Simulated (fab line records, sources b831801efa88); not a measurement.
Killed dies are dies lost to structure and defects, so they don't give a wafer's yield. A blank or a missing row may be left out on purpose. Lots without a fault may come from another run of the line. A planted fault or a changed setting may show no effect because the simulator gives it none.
Problem report in the 8D (eight disciplines) form, filled by code | flow sfq_line | the parts of the form that need people (team, actions taken, sign-off) are left out

1. THE PROBLEM
oes_product_au at SFQ_TRILAYER_I7_VIA_BARC_OPEN_VIA_ETCH_260 reads a mean of 0.812 a.u. on 4 wafers of 2 lots; wafers without a fault read 0.685 a.u. with a standard deviation of 0.0047. That is +27 standard deviations from the usual mean.
The step: etches BARC in O2, target depth 125 nm, time 41.7 s.
First seen on wafer L164.2, day 91 14:44, on rie_diel-02. The record holds 18 wafers of 6 lots with a number at this step. Rule for "out", or "out of limits": more than 4 standard deviations from the usual mean. The other wafers with a number count as sound.

2. WHAT IT IS AND WHAT IT IS NOT
question                    | is                             | is not
which readings at this step | oes_product_au, run_length_s   | drypump_motor_current_A
which lots                  | L164, L169                     | L159, L161, L174, L175
which wafers of those lots  | L164.2, L164.5, L169.2, L169.4 | L164.6, L169.3
read on which tools         | rie_diel-02                    | rie_diel-01, rie_diel-04
when                        | from day 91 14:44              | up to then (7 sound wafers); but 7 sound wafers of L169, L174, L175 came after

3. SUSPECTS, AND WHAT RULES EACH OUT
Counting: a tool at a process step up to the reading stays a suspect if it ran every lot that is out. Sound lots after the first of them don't rule it out here, since some wafers of a struck lot are sound.
- cmp-02 at SFQ_TRILAYER_I7_CMP_CMP_184 (polishes SiO2): kept. It ran every lot that is out, first L164 (day 87 17:54); its last sound lot up to then is L161 (day 84 23:04).
- rie_diel-02 at SFQ_TRILAYER_I7_VIA_BARC_OPEN_VIA_ETCH_260 (etches BARC in O2, target depth 125 nm, time 41.7 s): kept. It ran every lot that is out, first L164 (day 91 14:44); its last sound lot up to then is L161 (day 88 18:20). Its own readings are out on those wafers: oes_product_au, run_length_s.
Left after counting: cmp-02 at SFQ_TRILAYER_I7_CMP_CMP_184, rie_diel-02 at SFQ_TRILAYER_I7_VIA_BARC_OPEN_VIA_ETCH_260.

4. THE CAUSE (what the simulator had put in)
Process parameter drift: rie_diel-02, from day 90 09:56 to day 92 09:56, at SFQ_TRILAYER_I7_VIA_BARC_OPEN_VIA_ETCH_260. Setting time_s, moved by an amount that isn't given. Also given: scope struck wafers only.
Counting left 2 suspects, and this tool is among them.

5. THE CHAIN OF EFFECTS, in route order
Each row: a reading whose mean over the struck wafers that have a number lies more than 3 standard deviations from the usual. Only readings for which the record gives a usual standard deviation are gone through. hours: the time from each lot's start at the first step in this table that gives one to its start at this step, as a median over the lots. sigmas: the change in usual standard deviations.
hours | step                                       | reading        | usual      | on struck wafers | change | sigmas
0     | SFQ_TRILAYER_I7_VIA_BARC_OPEN_VIA_ETCH_260 | oes_product_au | 0.685 a.u. | 0.812            | +0.127 | +27
0     | SFQ_TRILAYER_I7_VIA_BARC_OPEN_VIA_ETCH_260 | run_length_s   | 69.9 s     | 60.9             | -9.0   | -20
The process steps in it:
- SFQ_TRILAYER_I7_VIA_BARC_OPEN_VIA_ETCH_260: etches BARC in O2, target depth 125 nm, time 41.7 s.

6. WHAT WOULD HAVE CAUGHT IT SOONER
In this record the first reading out of limits was taken at day 91 14:44, 29 hours after the fault began at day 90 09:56.
